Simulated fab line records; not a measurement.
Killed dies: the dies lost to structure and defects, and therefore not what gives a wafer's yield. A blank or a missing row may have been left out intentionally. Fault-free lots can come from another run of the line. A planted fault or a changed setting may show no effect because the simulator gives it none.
Struck lot and sound lot, side by side || flow gf180mcu || 15 steps out of a route of 602
Sound: wafers L415.1, L415.2, L415.3. Struck: wafer L427.3 (left out: L427.6, a lot-mate that was not struck); the cause follows at the end.
Each step with rows lists, per side, the tool, then ch with its chambers, then its first start. Under that, the readings that differ: sound wafers || struck wafers || difference of the means || sigmas: that difference in standard deviations of wafers without a fault.
alike: readings with means less than 2 such deviations apart, plus words and numbers identical on both sides. not compared: withheld readings, readings lacking a value on some wafer, bounds such as >300 that could conceal the same value, and numbers that have no deviation in the record and whose values overlap.
The two part at a step that has a row with sigmas, a row that says differs or no value, or rows on one side only. When numbers do not overlap yet have no deviation, they are printed without sigmas and do not part them. A reading that every wafer of one side lacks parts them only if that side has two wafers or more.

first, 5 steps without rows for these wafers: GF_V2_COAT_09 (resist thk 1000 nm); GF_V2_SOFTBAKE_10 (time 60 s); GF_V2_EXPOSE_11 (exposes mask Via2, target cd 260 nm); GF_V2_PEB_12 (peb time 90 s); GF_V2_DEVELOP_13 (develop time 60 s).
GF_V2_CD_MEAS_14 targets a cd of 260 nm.
  sound on cd-sem-02, day 22 03:17; struck on cd-sem-01, day 26 09:18
  alike: cd-nm
GF_V2_OVL_MEAS_15:
  sound on overlay-01, day 22 03:24; struck on overlay-01, day 26 09:23
  alike: V2_OVL
GF_V2_ETCH_16: etches BARC in N2/H2.
  sound on rie-diel-03 ch 1,2,3, day 22 03:26; struck on rie-diel-02 ch 1, day 26 09:25
{"reading": "drypump-motor-current-A (A)", "sound": "6.3 5.4 6.3", "struck": 5.1, "difference": -0.9, "sigmas": -3}
  alike: h2-flow-sccm, oes-product-au, throttle-valve-pct
GF_V2_ETCH_17: etches SiO2 in C4F8/O2/Ar, stops on TiN, target depth 630 nm.
  sound on rie-diel-03 ch 1,2,3; struck on rie-diel-02 ch 1
  alike: oes-product-au
GF_V2_STRIP_18: strips in O2/N2.
  sound on plasma-asher-04 ch 0,1, day 22 03:34; struck on plasma-asher-02 ch 0, day 26 09:35
  alike: drypump-motor-current-A, heater-power-w, o2-flow-sccm, oes-product-au
  not compared: rf-hours-counter-h
then, 2 steps without rows for these wafers: GF_V2_STRIP_19 (strips in post etch residue remover, time 1200 s); GF_V2_CLEAN_20 (cleans in DIW).
GF_V2_SPUTTER_21: material Ti, target thk 15 nm, time 80.02 s.
  sound on pvd-sputter-03, day 22 04:06; struck on pvd-sputter-02, day 26 10:05
{"reading": "model.Ti_of_V2_SPUTTER_21.thk-nm (nm)", "sound": "14.78 15.19 15.06", "struck": 19.54, "difference": "+4.53", "sigmas": ""}
  alike: throttle-valve-pct
GF_V2_SPUTTER_22: material TiN, target thk 10 nm, time 40 s.
  sound on pvd-sputter-03, day 22 04:10; struck on pvd-sputter-02, day 26 10:08
  alike: throttle-valve-pct
next, for these wafers, 1 step has no rows: GF_PASSIVATION_PROBE_99.

WHERE THEY PART
Only at GF_V2_ETCH_16, as far as this record shows. Later steps at which nothing parts them and some readings are alike: GF_V2_ETCH_17, GF_V2_STRIP_18, GF_V2_SPUTTER_21, GF_V2_SPUTTER_22.

WHY: what had been put in by the simulator
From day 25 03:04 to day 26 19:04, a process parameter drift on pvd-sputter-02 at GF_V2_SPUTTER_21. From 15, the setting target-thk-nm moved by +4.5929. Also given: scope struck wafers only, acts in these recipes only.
